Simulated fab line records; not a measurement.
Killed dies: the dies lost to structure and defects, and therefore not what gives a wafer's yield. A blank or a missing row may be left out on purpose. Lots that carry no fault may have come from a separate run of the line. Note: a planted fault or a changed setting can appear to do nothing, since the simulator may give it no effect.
Which tool was responsible? || flow gf180mcu || 12 lots, 36 wafers sampled, at 4 steps of a route of 602

## WHAT THE GAUGES READ, wafer by wafer
GF_V1_THK_MEAS_01.
{"lot": "L407", "measured": "day 18 17:04", "on": "film_metro-01", "V1_CVD_00_THK (nm)": "591 588 589"}
{"lot": "L408", "measured": "day 18 22:08", "on": "film_metro-01", "V1_CVD_00_THK (nm)": "594 595 599"}
{"lot": "L413", "measured": "day 21 06:36", "on": "film_metro-01", "V1_CVD_00_THK (nm)": "612 611 603"}
{"lot": "L414", "measured": "day 21 09:28", "on": "film_metro-03", "V1_CVD_00_THK (nm)": "598 599 605"}
{"lot": "L415", "measured": "day 21 17:28", "on": "film_metro-03", "V1_CVD_00_THK (nm)": "588 595 595"}
{"lot": "L418", "measured": "day 22 21:08", "on": "film_metro-02", "V1_CVD_00_THK (nm)": "608 608 604"}
{"lot": "L420", "measured": "day 23 10:28", "on": "film_metro-02", "V1_CVD_00_THK (nm)": "603 589 595"}
{"lot": "L421", "measured": "day 23 23:40", "on": "film_metro-02", "V1_CVD_00_THK (nm)": "600 601 589"}
{"lot": "L423", "measured": "day 24 09:08", "on": "film_metro-02", "V1_CVD_00_THK (nm)": "596 598 598"}
{"lot": "L424", "measured": "day 24 12:41", "on": "film_metro-01", "V1_CVD_00_THK (nm)": "591 592 595"}
{"lot": "L425", "measured": "day 25 02:47", "on": "film_metro-02", "V1_CVD_00_THK (nm)": "604 598 604"}
{"lot": "L426", "measured": "day 25 03:45", "on": "film_metro-03", "V1_CVD_00_THK (nm)": "601 600 596"}

## TOOL THAT RAN EACH LOT (tool first, then ch and the chambers of the sampled wafers, then the start)
{"lot": "L407", "GF_CONTACT_CMP_27": "cmp-02 ch 2,3, day 17 15:57", "GF_M1_SPUTTER_03": "pvd_sputter-01, day 17 16:25", "GF_M1_SPUTTER_04": "pvd_sputter-01, day 17 16:26"}
{"lot": "L408", "GF_CONTACT_CMP_27": "cmp-01 ch 0,1, day 17 21:14", "GF_M1_SPUTTER_03": "pvd_sputter-01, day 17 21:38", "GF_M1_SPUTTER_04": "pvd_sputter-01, day 17 21:40"}
{"lot": "L413", "GF_CONTACT_CMP_27": "cmp-01 ch 0,1,2, day 20 04:58", "GF_M1_SPUTTER_03": "pvd_sputter-04, day 20 05:26", "GF_M1_SPUTTER_04": "pvd_sputter-04, day 20 05:27"}
{"lot": "L414", "GF_CONTACT_CMP_27": "cmp-01 ch 1,2,3, day 20 08:16", "GF_M1_SPUTTER_03": "pvd_sputter-04, day 20 08:40", "GF_M1_SPUTTER_04": "pvd_sputter-04, day 20 08:41"}
{"lot": "L415", "GF_CONTACT_CMP_27": "cmp-02 ch 0,1,2, day 20 16:39", "GF_M1_SPUTTER_03": "pvd_sputter-03, day 20 17:01", "GF_M1_SPUTTER_04": "pvd_sputter-03, day 20 17:02"}
{"lot": "L418", "GF_CONTACT_CMP_27": "cmp-01 ch 0,1,3, day 21 20:55", "GF_M1_SPUTTER_03": "pvd_sputter-03, day 21 21:16", "GF_M1_SPUTTER_04": "pvd_sputter-03, day 21 21:17"}
{"lot": "L420", "GF_CONTACT_CMP_27": "cmp-02 ch 0,1,3, day 22 10:08", "GF_M1_SPUTTER_03": "pvd_sputter-01, day 22 10:35", "GF_M1_SPUTTER_04": "pvd_sputter-01, day 22 10:37"}
{"lot": "L421", "GF_CONTACT_CMP_27": "cmp-01 ch 1,2,3, day 22 23:59", "GF_M1_SPUTTER_03": "pvd_sputter-04, day 23 00:27", "GF_M1_SPUTTER_04": "pvd_sputter-04, day 23 00:28"}
{"lot": "L423", "GF_CONTACT_CMP_27": "cmp-01 ch 2,3, day 23 09:05", "GF_M1_SPUTTER_03": "pvd_sputter-04, day 23 09:33", "GF_M1_SPUTTER_04": "pvd_sputter-04, day 23 09:34"}
{"lot": "L424", "GF_CONTACT_CMP_27": "cmp-02 ch 0,2,3, day 23 13:21", "GF_M1_SPUTTER_03": "pvd_sputter-04, day 23 13:49", "GF_M1_SPUTTER_04": "pvd_sputter-04, day 23 13:50"}
{"lot": "L425", "GF_CONTACT_CMP_27": "cmp-02 ch 0,1,3, day 24 02:50", "GF_M1_SPUTTER_03": "pvd_sputter-03, day 24 03:17", "GF_M1_SPUTTER_04": "pvd_sputter-03, day 24 03:19"}
{"lot": "L426", "GF_CONTACT_CMP_27": "cmp-01 ch 0,1,2, day 24 04:44", "GF_M1_SPUTTER_03": "pvd_sputter-01, day 24 05:11", "GF_M1_SPUTTER_04": "pvd_sputter-01, day 24 05:13"}
- GF_CONTACT_CMP_27: polishes, stops on SiO2, t overpolish 15 s, target thk 0 nm.
- GF_M1_SPUTTER_03: material Ti, target thk 10 nm, time 6.7 s.
- GF_M1_SPUTTER_04: material TiN, target thk 50 nm, time 41.7 s.

## AS READ BY THE TOOLS THEMSELVES (means over the sampled wafers that have a number; for cases with no such wafer, the mark the record gives instead)
GF_CONTACT_CMP_27.
{"lot": "L407", "tool": "cmp-02", "head_pressure_psi (psi)": 3.500, "motor_current_A (A)": 12.4, "overpolish_run_s (s)": 14.995, "platen_rpm (rpm)": 60.00, "time_to_endpoint_s (s)": 75}
{"lot": "L408", "tool": "cmp-01", "head_pressure_psi (psi)": 3.500, "motor_current_A (A)": 11.7, "overpolish_run_s (s)": 14.994, "platen_rpm (rpm)": 59.99, "time_to_endpoint_s (s)": 76}
{"lot": "L413", "tool": "cmp-01", "head_pressure_psi (psi)": 3.500, "motor_current_A (A)": 11.8, "overpolish_run_s (s)": 14.994, "platen_rpm (rpm)": 60.02, "time_to_endpoint_s (s)": 70}
{"lot": "L414", "tool": "cmp-01", "head_pressure_psi (psi)": 3.491, "motor_current_A (A)": 11.3, "overpolish_run_s (s)": 15.010, "platen_rpm (rpm)": 59.97, "time_to_endpoint_s (s)": 73}
{"lot": "L415", "tool": "cmp-02", "head_pressure_psi (psi)": 3.500, "motor_current_A (A)": 12.6, "overpolish_run_s (s)": 14.988, "platen_rpm (rpm)": 59.98, "time_to_endpoint_s (s)": 73}
{"lot": "L418", "tool": "cmp-01", "head_pressure_psi (psi)": 3.498, "motor_current_A (A)": 11.6, "overpolish_run_s (s)": 15.003, "platen_rpm (rpm)": 60.05, "time_to_endpoint_s (s)": 72}
{"lot": "L420", "tool": "cmp-02", "head_pressure_psi (psi)": 3.507, "motor_current_A (A)": 11.7, "overpolish_run_s (s)": 14.998, "platen_rpm (rpm)": 60.00, "time_to_endpoint_s (s)": 69}
{"lot": "L421", "tool": "cmp-01", "head_pressure_psi (psi)": 3.494, "motor_current_A (A)": 11.1, "overpolish_run_s (s)": 14.995, "platen_rpm (rpm)": 60.04, "time_to_endpoint_s (s)": 79}
{"lot": "L423", "tool": "cmp-01", "head_pressure_psi (psi)": 3.500, "motor_current_A (A)": 10.9, "overpolish_run_s (s)": 15.007, "platen_rpm (rpm)": 60.04, "time_to_endpoint_s (s)": 74}
{"lot": "L424", "tool": "cmp-02", "head_pressure_psi (psi)": 3.509, "motor_current_A (A)": 11.5, "overpolish_run_s (s)": 14.997, "platen_rpm (rpm)": 60.03, "time_to_endpoint_s (s)": 73}
{"lot": "L425", "tool": "cmp-02", "head_pressure_psi (psi)": 3.498, "motor_current_A (A)": 11.8, "overpolish_run_s (s)": 15.005, "platen_rpm (rpm)": 59.99, "time_to_endpoint_s (s)": 73}
{"lot": "L426", "tool": "cmp-01", "head_pressure_psi (psi)": 3.500, "motor_current_A (A)": 11.4, "overpolish_run_s (s)": 15.005, "platen_rpm (rpm)": 59.97, "time_to_endpoint_s (s)": 72}

GF_M1_SPUTTER_03.
{"lot": "L407", "tool": "pvd_sputter-01", "cathode_dc_power_W (W)": 3000.3, "chamber_pressure_pa (Pa)": 0.2999, "throttle_valve_pct (%)": 31.1}
{"lot": "L408", "tool": "pvd_sputter-01", "cathode_dc_power_W (W)": 3000.3, "chamber_pressure_pa (Pa)": 0.3002, "throttle_valve_pct (%)": 29.6}
{"lot": "L413", "tool": "pvd_sputter-04", "cathode_dc_power_W (W)": 2999.7, "chamber_pressure_pa (Pa)": 0.3000, "throttle_valve_pct (%)": 30.6}
{"lot": "L414", "tool": "pvd_sputter-04", "cathode_dc_power_W (W)": 2999.9, "chamber_pressure_pa (Pa)": 0.3002, "throttle_valve_pct (%)": 30.7}
{"lot": "L415", "tool": "pvd_sputter-03", "cathode_dc_power_W (W)": 3000.1, "chamber_pressure_pa (Pa)": 0.3002, "throttle_valve_pct (%)": 29.8}
{"lot": "L418", "tool": "pvd_sputter-03", "cathode_dc_power_W (W)": 3000.0, "chamber_pressure_pa (Pa)": 0.2993, "throttle_valve_pct (%)": 28.5}
{"lot": "L420", "tool": "pvd_sputter-01", "cathode_dc_power_W (W)": 2999.9, "chamber_pressure_pa (Pa)": 0.3003, "throttle_valve_pct (%)": 29.5}
{"lot": "L421", "tool": "pvd_sputter-04", "cathode_dc_power_W (W)": 3000.1, "chamber_pressure_pa (Pa)": 0.2996, "throttle_valve_pct (%)": 30.1}
{"lot": "L423", "tool": "pvd_sputter-04", "cathode_dc_power_W (W)": 3000.4, "chamber_pressure_pa (Pa)": 0.3001, "throttle_valve_pct (%)": 30.7}
{"lot": "L424", "tool": "pvd_sputter-04", "cathode_dc_power_W (W)": 3000.2, "chamber_pressure_pa (Pa)": 0.2998, "throttle_valve_pct (%)": 30.3}
{"lot": "L425", "tool": "pvd_sputter-03", "cathode_dc_power_W (W)": 2999.8, "chamber_pressure_pa (Pa)": 0.3000, "throttle_valve_pct (%)": 29.1}
{"lot": "L426", "tool": "pvd_sputter-01", "cathode_dc_power_W (W)": 2999.5, "chamber_pressure_pa (Pa)": 0.3003, "throttle_valve_pct (%)": 29.7}

GF_M1_SPUTTER_04.
{"lot": "L407", "tool": "pvd_sputter-01", "cathode_dc_power_W (W)": 6499.7, "chamber_pressure_pa (Pa)": 0.3992, "throttle_valve_pct (%)": 31.0}
{"lot": "L408", "tool": "pvd_sputter-01", "cathode_dc_power_W (W)": 6500.9, "chamber_pressure_pa (Pa)": 0.3999, "throttle_valve_pct (%)": 29.4}
{"lot": "L413", "tool": "pvd_sputter-04", "cathode_dc_power_W (W)": 6499.5, "chamber_pressure_pa (Pa)": 0.3336, "throttle_valve_pct (%)": 33.6}
{"lot": "L414", "tool": "pvd_sputter-04", "cathode_dc_power_W (W)": 6498.2, "chamber_pressure_pa (Pa)": 0.3347, "throttle_valve_pct (%)": 33.7}
{"lot": "L415", "tool": "pvd_sputter-03", "cathode_dc_power_W (W)": 6500.3, "chamber_pressure_pa (Pa)": 0.3997, "throttle_valve_pct (%)": 29.7}
{"lot": "L418", "tool": "pvd_sputter-03", "cathode_dc_power_W (W)": 6499.5, "chamber_pressure_pa (Pa)": 0.3999, "throttle_valve_pct (%)": 28.4}
{"lot": "L420", "tool": "pvd_sputter-01", "cathode_dc_power_W (W)": 6500.3, "chamber_pressure_pa (Pa)": 0.3995, "throttle_valve_pct (%)": 29.6}
{"lot": "L421", "tool": "pvd_sputter-04", "cathode_dc_power_W (W)": 6500.3, "chamber_pressure_pa (Pa)": 0.4003, "throttle_valve_pct (%)": 30.1}
{"lot": "L423", "tool": "pvd_sputter-04", "cathode_dc_power_W (W)": 6499.7, "chamber_pressure_pa (Pa)": 0.4004, "throttle_valve_pct (%)": 30.6}
{"lot": "L424", "tool": "pvd_sputter-04", "cathode_dc_power_W (W)": 6500.2, "chamber_pressure_pa (Pa)": 0.3999, "throttle_valve_pct (%)": 30.2}
{"lot": "L425", "tool": "pvd_sputter-03", "cathode_dc_power_W (W)": 6500.3, "chamber_pressure_pa (Pa)": 0.3995, "throttle_valve_pct (%)": 29.3}
{"lot": "L426", "tool": "pvd_sputter-01", "cathode_dc_power_W (W)": 6499.2, "chamber_pressure_pa (Pa)": 0.4001, "throttle_valve_pct (%)": 29.6}

## THE ANSWER, worked out from the rows above alone
Rule: usual is defined by the lots themselves. Put in order of their means at a reading, lots are off if they are a third of the lots or fewer, leave a main group of 4 or more, and stand apart from it by a gap of 3 or more times the standard deviation of the main group's means; of several such gaps the widest counts. A main group is skipped when, at the precision printed for the reading in the tables above, its means are all equal. Also off: a lot with no number at a reading for which 4 or more lots have one. The other lots that the step has rows for count as sound. Order of review: gauges by route order, followed by the tools' own readings, for which a lot's mean as printed above is used. At the first step where some lot is off, the reading lying furthest off is the one used; lots without a number count as furthest.
Off, at GF_M1_SPUTTER_04 on chamber_pressure_pa: L413, L414. For the main group the mean is 0.3998 Pa and the standard deviation 0.00036.
A tool fits if, at that step or a process step before it, it ran every lot that is off, and no sound lot after the first of them. No candidate that was tried fits.

## WHAT HAD BEEN PUT IN BY THE SIMULATOR
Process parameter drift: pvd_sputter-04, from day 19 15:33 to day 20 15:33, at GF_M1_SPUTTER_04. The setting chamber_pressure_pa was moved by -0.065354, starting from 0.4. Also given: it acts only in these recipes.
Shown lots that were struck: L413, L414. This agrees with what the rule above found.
